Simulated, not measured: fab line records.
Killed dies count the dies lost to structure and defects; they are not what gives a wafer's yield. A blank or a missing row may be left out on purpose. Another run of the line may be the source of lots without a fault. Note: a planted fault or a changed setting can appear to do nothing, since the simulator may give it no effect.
Tool commonality check / flow gf180mcu / Sample size 15 lots and 54 wafers

## REASON FOR OPENING
On 3 of the 15 lots, a flag is raised at GF_SAB_CD_MEAS_09 on the reading cd_nm. Wafers without a fault read 419.8 nm, standard deviation 2.1.
Rule: a lot is flagged when every wafer of it that has a number lies more than 4 standard deviations from that mean, or none has a number. The other lots count as sound.

lot=L571; measured=day 15 01:23; on=cd_sem-01; cd_nm (nm), wafer by wafer=421.6 421.6 421.8; flag=
lot=L572; measured=day 15 11:54; on=cd_sem-01; cd_nm (nm), wafer by wafer=421.1 421.8 418.0; flag=
lot=L574; measured=day 16 04:42; on=cd_sem-02; cd_nm (nm), wafer by wafer=421.4 420.9 422.0; flag=
lot=L577; measured=day 17 10:08; on=cd_sem-02; cd_nm (nm), wafer by wafer=416.6 418.5 419.0; flag=
lot=L578; measured=day 17 13:46; on=cd_sem-01; cd_nm (nm), wafer by wafer=421.3 420.4 419.0; flag=
lot=L579; measured=day 18 01:58; on=cd_sem-02; cd_nm (nm), wafer by wafer=420.4 422.2 419.9; flag=
lot=L581; measured=day 18 18:05; on=cd_sem-02; cd_nm (nm), wafer by wafer=420.3 420.7 420.0; flag=
lot=L582; measured=day 19 03:01; on=cd_sem-02; cd_nm (nm), wafer by wafer=414.8 416.2 418.1; flag=
lot=L584; measured=day 20 04:44; on=cd_sem-01; cd_nm (nm), wafer by wafer=419.6 419.6 419.5; flag=
lot=L585; measured=day 20 16:35; on=cd_sem-02; cd_nm (nm), wafer by wafer=421.6 419.1 420.2; flag=
lot=L588; measured=day 21 07:11; on=cd_sem-02; cd_nm (nm), wafer by wafer=418.5 417.5 416.8; flag=
lot=L591; measured=day 22 10:01; on=cd_sem-01; cd_nm (nm), wafer by wafer=534.6 532.4 534.7 534.4 532.4 534.7; flag=FLAGGED
lot=L592; measured=day 22 13:59; on=cd_sem-01; cd_nm (nm), wafer by wafer=422.8 423.7 422.3; flag=
lot=L593; measured=day 22 17:12; on=cd_sem-01; cd_nm (nm), wafer by wafer=533.2 530.7 531.7 533.0 530.6 531.4; flag=FLAGGED
lot=L594; measured=day 23 04:15; on=cd_sem-02; cd_nm (nm), wafer by wafer=534.7 533.2 534.6 534.3 532.9 534.8; flag=FLAGGED
The numbers of the flagged lots are 533.2 nm on average: +113.4 nm against the usual, or +54 standard deviations.

## WHICH TOOL RAN EACH LOT
2 process steps preceding the reading are held in the record, out of 602 steps in the route. Cell contents, in order: the tool; ch with the chambers the sampled wafers went through; the start.
lot=L571; flag=; GF_HV_LDD_STRIP_10=plasma_asher-02 ch 0,1, day 9 23:29; GF_SAB_DEVELOP_08=litho_track-04 ch 0, day 15 01:14
lot=L572; flag=; GF_HV_LDD_STRIP_10=plasma_asher-04 ch 0,1, day 10 08:19; GF_SAB_DEVELOP_08=litho_track-01 ch 0, day 15 11:45
lot=L574; flag=; GF_HV_LDD_STRIP_10=plasma_asher-03 ch 0,1, day 10 22:19; GF_SAB_DEVELOP_08=litho_track-01 ch 0, day 16 04:33
lot=L577; flag=; GF_HV_LDD_STRIP_10=plasma_asher-02 ch 0, day 11 22:25; GF_SAB_DEVELOP_08=litho_track-04 ch 0, day 17 09:59
lot=L578; flag=; GF_HV_LDD_STRIP_10=plasma_asher-02 ch 0,1, day 12 02:05; GF_SAB_DEVELOP_08=litho_track-04 ch 0, day 17 13:37
lot=L579; flag=; GF_HV_LDD_STRIP_10=plasma_asher-04 ch 0, day 12 11:31; GF_SAB_DEVELOP_08=litho_track-04 ch 0, day 18 01:49
lot=L581; flag=; GF_HV_LDD_STRIP_10=plasma_asher-04 ch 0,1, day 13 00:20; GF_SAB_DEVELOP_08=litho_track-01 ch 0, day 18 17:57
lot=L582; flag=; GF_HV_LDD_STRIP_10=plasma_asher-02 ch 1, day 13 10:07; GF_SAB_DEVELOP_08=litho_track-01 ch 0, day 19 02:52
lot=L584; flag=; GF_HV_LDD_STRIP_10=plasma_asher-02 ch 1, day 14 07:59; GF_SAB_DEVELOP_08=litho_track-04 ch 0, day 20 04:35
lot=L585; flag=; GF_HV_LDD_STRIP_10=plasma_asher-03 ch 0, day 14 18:05; GF_SAB_DEVELOP_08=litho_track-03 ch 0, day 20 16:27
lot=L588; flag=; GF_HV_LDD_STRIP_10=plasma_asher-04 ch 0,1, day 15 06:39; GF_SAB_DEVELOP_08=litho_track-03 ch 0, day 21 06:59
lot=L591; flag=FLAGGED; GF_HV_LDD_STRIP_10=plasma_asher-04 ch 0,1, day 16 09:13; GF_SAB_DEVELOP_08=litho_track-01 ch 0, day 22 09:52
lot=L592; flag=; GF_HV_LDD_STRIP_10=plasma_asher-03 ch 0,1, day 16 11:43; GF_SAB_DEVELOP_08=litho_track-03 ch 0, day 22 13:50
lot=L593; flag=FLAGGED; GF_HV_LDD_STRIP_10=plasma_asher-04 ch 0,1, day 16 15:52; GF_SAB_DEVELOP_08=litho_track-01 ch 0, day 22 17:03
lot=L594; flag=FLAGGED; GF_HV_LDD_STRIP_10=plasma_asher-03 ch 0,1, day 17 01:29; GF_SAB_DEVELOP_08=litho_track-01 ch 0, day 23 04:06
What these steps do:
- GF_HV_LDD_STRIP_10: strips in O2/N2.
- GF_SAB_DEVELOP_08: develop time 60 s.
- GF_SAB_CD_MEAS_09: target cd 420 nm.

## FLAGGED AGAINST TOTAL, ONE TOOL AT A TIME (gauges that did the reading follow at the end)
step=GF_HV_LDD_STRIP_10; tool=plasma_asher-02; lots run=5; flagged=0; share of the flagged lots=none; sound lots run after its first flagged lot=-
step=GF_HV_LDD_STRIP_10; tool=plasma_asher-03; lots run=4; flagged=1; share of the flagged lots=some; sound lots run after its first flagged lot=0
step=GF_HV_LDD_STRIP_10; tool=plasma_asher-04; lots run=6; flagged=2; share of the flagged lots=some; sound lots run after its first flagged lot=0
step=GF_SAB_DEVELOP_08; tool=litho_track-01; lots run=7; flagged=3; share of the flagged lots=all; sound lots run after its first flagged lot=0
step=GF_SAB_DEVELOP_08; tool=litho_track-03; lots run=3; flagged=0; share of the flagged lots=none; sound lots run after its first flagged lot=-
step=GF_SAB_DEVELOP_08; tool=litho_track-04; lots run=5; flagged=0; share of the flagged lots=none; sound lots run after its first flagged lot=-
step=GF_SAB_CD_MEAS_09; tool=cd_sem-01; lots run=7; flagged=2; share of the flagged lots=some; sound lots run after its first flagged lot=1 (L592)
step=GF_SAB_CD_MEAS_09; tool=cd_sem-02; lots run=8; flagged=1; share of the flagged lots=some; sound lots run after its first flagged lot=0

## WHAT IS ALLOWED BY THE TABLE
In the table, 1 row covers all flagged lots: litho_track-01 at GF_SAB_DEVELOP_08.
- litho_track-01 at GF_SAB_DEVELOP_08 ran 7 lots, 3 of them flagged. Last sound lot L582 at day 19 02:52, first flagged lot L591 at day 22 09:52; a fault beginning in between fits.
Left over: one tool, litho_track-01 at GF_SAB_DEVELOP_08.

## WHAT WAS PUT IN BY THE SIMULATOR
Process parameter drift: litho_track-01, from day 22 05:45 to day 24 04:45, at GF_SAB_DEVELOP_08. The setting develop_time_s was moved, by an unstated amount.
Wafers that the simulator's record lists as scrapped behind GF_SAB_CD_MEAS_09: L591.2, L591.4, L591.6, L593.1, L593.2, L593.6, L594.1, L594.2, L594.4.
Shown lots that were struck: L591, L593, L594. The rule above found the same.
